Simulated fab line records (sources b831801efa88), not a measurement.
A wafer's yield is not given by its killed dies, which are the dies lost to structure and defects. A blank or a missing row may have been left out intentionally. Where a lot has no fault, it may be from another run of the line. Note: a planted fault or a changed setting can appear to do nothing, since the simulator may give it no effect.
Problem report in the 8D (eight disciplines) form, filled by code || flow gf180mcu || the parts of the form that need people (team, actions taken, sign-off) are left out

== 1. WHAT WENT WRONG ==
Mean DNWELL_TW at GF_DNWELL_TW_MEAS_09: 1584 over 6 wafers in 2 lots; fault-free wafers: 1337, standard deviation 7.5. Measured from the usual mean, that is +33 standard deviations.
First seen on wafer L916.2, day 6 00:11, on film_metro-03. At this step, 39 wafers from 13 lots have a number in the record. The rule behind "out" and "out of limits": a value lying over 4 standard deviations away from the usual mean. Any other wafer with a number is counted as sound.

== 2. WHAT IT IS AND WHAT IT IS NOT ==
{"question": "which readings at this step", "is": "DNWELL_TW", "is not": "-"}
{"question": "which lots", "is": "L916, L918", "is not": "L902, L905, L906, L907, L909, L910, L911, L920, L921, L923, L925"}
{"question": "which wafers of those lots", "is": "all that have a number", "is not": "-"}
{"question": "read on which gauges", "is": "film_metro-02, film_metro-03", "is not": "film_metro-01"}
{"question": "when", "is": "from day 6 00:11", "is not": "up to then (21 sound wafers); but 12 sound wafers of L920, L921, L923, L925 came after"}

== 3. WHAT RULES OUT EACH SUSPECT ==
Counting: a tool stays on the suspect list if, at a process step up to the reading, it processed all lots that are out and no sound lot following the first of them.
- the gauge at GF_DNWELL_TW_MEAS_09: ruled out. 2 gauges (film_metro-02, film_metro-03) read the wafers that are out.
- implanter-04 at GF_DNWELL_IMPLANT_07: kept. All lots that are out passed through it, beginning with L916 at day 5 23:56, and no sound lot followed; its final sound lot before that point was L910 at day 4 13:50. Its own dose_ions_cm2, faraday_current_uA readings are out on those wafers.
Remaining after the count: implanter-04 at GF_DNWELL_IMPLANT_07.

== 4. THE CAUSE (what the simulator had put in) ==
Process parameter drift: implanter-04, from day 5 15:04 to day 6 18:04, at GF_DNWELL_IMPLANT_07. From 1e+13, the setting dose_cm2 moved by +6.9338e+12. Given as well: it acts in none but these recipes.
Only this tool survived the counting.

== 5. THE CHAIN OF EFFECTS, in route order ==
One row per reading whose mean, taken over the struck wafers that have a number, lies over 3 standard deviations from the usual. Scope: only readings with a usual standard deviation given in the record; hours: median across lots of the time from each lot's start at the first step in this table that gives one to its start at this step; sigmas: change in usual standard deviations.
{"hours": 0, "step": "GF_DNWELL_IMPLANT_07", "reading": "dose_ions_cm2", "usual": 1.0002e+13, "on struck wafers": 1.6925e+13, "change": "+6.9230e+12", "sigmas": "+99 or more"}
{"hours": 0, "step": "GF_DNWELL_IMPLANT_07", "reading": "faraday_current_uA", "usual": 56.3, "on struck wafers": 95.5, "change": "+39.2", "sigmas": "+36"}
{"hours": 0, "step": "GF_DNWELL_TW_MEAS_09", "reading": "DNWELL_TW", "usual": 1337, "on struck wafers": 1584, "change": "+247", "sigmas": "+33"}
Here are the process steps it includes:
- GF_DNWELL_IMPLANT_07
Later measuring or inspecting steps at which every struck wafer that the step has a row for has a number for every such reading, and none has moved that far: GF_HV_LDD_OVL_MEAS_32, GF_HV_LDD_CD_MEAS_46.

== 6. HOW IT WOULD HAVE BEEN CAUGHT EARLIER ==
In this record the first reading out of limits at a measuring or inspecting step was taken at day 6 00:11, 9 hours after the fault began at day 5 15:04.
Tool's own readings at GF_DNWELL_IMPLANT_07, dose_ions_cm2, faraday_current_uA: out on all struck wafers the step has rows for; an alarm limit on them would have tripped on the first.
Among the 2 lots that are out, L918 began GF_DNWELL_IMPLANT_07 on implanter-04 after day 6 00:11. It would have been spared by a hold on the tool at that moment.
